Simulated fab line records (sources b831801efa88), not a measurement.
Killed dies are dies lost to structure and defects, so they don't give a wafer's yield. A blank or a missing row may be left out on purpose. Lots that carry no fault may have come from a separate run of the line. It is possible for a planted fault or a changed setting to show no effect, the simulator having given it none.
Tool commonality check    flow gf180mcu    Sample size 13 lots and 39 wafers

== REASON IT WAS OPENED ==
Flagged at GF_V5_CD_MEAS_14: reading cd-nm, on 2 of 13 lots. Wafers without a fault read 260.2 nm, standard deviation 1.3.
Rule: flag the lot when none of its wafers has a number, or when each of its wafers that has one lies beyond 4 standard deviations from that mean. All remaining lots are regarded as sound.

lot   measured      on         cd-nm (nm), wafer by wafer  flag
L621  day 27 07:40  cd-sem-01  261.2 259.8 260.4           
L622  day 27 18:53  cd-sem-01  258.7 257.7 259.5           
L625  day 28 22:43  cd-sem-01  261.2 261.4 261.5           
L626  day 29 04:19  cd-sem-01  261.0 259.7 260.2           
L627  day 29 13:08  cd-sem-02  259.8 259.9 260.4           
L628  day 29 17:00  cd-sem-02  261.9 261.3 261.5           
L629  day 29 20:27  cd-sem-02  261.2 259.8 262.5           
L631  day 30 19:10  cd-sem-01  259.0 260.0 259.1           
L636  day 31 20:10  cd-sem-02  274.5 274.0 273.9           FLAGGED
L638  day 32 11:07  cd-sem-02  271.9 272.0 271.2           FLAGGED
L639  day 32 12:03  cd-sem-02  261.9 261.7 260.2           
L640  day 32 18:33  cd-sem-01  259.5 260.2 260.4           
L643  day 33 12:16  cd-sem-01  259.4 258.1 258.9           
Average over the flagged lots: 272.9 nm; offset from the usual +12.7 nm, equal to +10 standard deviations.

== WHICH TOOL RAN EACH LOT ==
The record holds 1 process step before the reading, out of a route of 602 steps. Each cell gives the tool, then ch followed by the chambers the sampled wafers passed through, then the start.
lot   flag     GF_V5_EXPOSE_11
L621           krf-scanner-01 ch 0, day 26 21:49
L622           krf-scanner-01 ch 0, day 27 09:02
L625           krf-scanner-02 ch 0, day 28 13:26
L626           krf-scanner-01 ch 0, day 28 19:08
L627           krf-scanner-01 ch 0, day 29 03:12
L628           krf-scanner-01 ch 0, day 29 08:30
L629           krf-scanner-01 ch 0, day 29 11:21
L631           krf-scanner-02 ch 0, day 30 10:19
L636  FLAGGED  krf-scanner-02 ch 0, day 31 11:35
L638  FLAGGED  krf-scanner-02 ch 0, day 32 03:26
L639           krf-scanner-01 ch 0, day 32 04:22
L640           krf-scanner-01 ch 0, day 32 10:12
L643           krf-scanner-01 ch 0, day 33 04:19
What is done by these steps:
- GF_V5_EXPOSE_11: exposes mask Via5, target cd 260 nm.
- GF_V5_CD_MEAS_14: target cd 260 nm.

== FLAGGED AGAINST TOTAL, ONE TOOL AT A TIME (gauges that did the reading follow at the end) ==
step              tool            lots run  flagged  share of the flagged lots  sound lots run after its first flagged lot
GF_V5_EXPOSE_11   krf-scanner-01  9         0        none                       -
GF_V5_EXPOSE_11   krf-scanner-02  4         2        all                        0
GF_V5_CD_MEAS_14  cd-sem-01       7         0        none                       -
GF_V5_CD_MEAS_14  cd-sem-02       6         2        all                        1 (L639)

== WHAT THE TABLE ALLOWS ==
Table rows that saw every flagged lot: 2, namely krf-scanner-02 at GF_V5_EXPOSE_11 and cd-sem-02 at GF_V5_CD_MEAS_14.
- krf-scanner-02 at GF_V5_EXPOSE_11: 2 of its 4 lots flagged. It ran its last sound lot, L631, at day 30 10:19 and its first flagged lot, L636, at day 31 11:35: a fault with its onset between the two fits. Its own readings lie more than 4 standard deviations out on every wafer of the flagged lots: exposure-dose-mJ-cm2.
- cd-sem-02 at GF_V5_CD_MEAS_14: 2 of its 6 lots flagged. Lots that were sound ran on it after the first flagged one (L639); a persistent fault on the entire tool would not allow that.
One tool is left: krf-scanner-02 at GF_V5_EXPOSE_11.

== WHAT THE SIMULATOR PUT IN ==
Process parameters drifting: krf-scanner-02 at GF_V5_EXPOSE_11, beginning at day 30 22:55. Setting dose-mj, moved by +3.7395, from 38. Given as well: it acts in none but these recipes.
Shown lots that were struck: L636, L638. The same result came from the rule above.
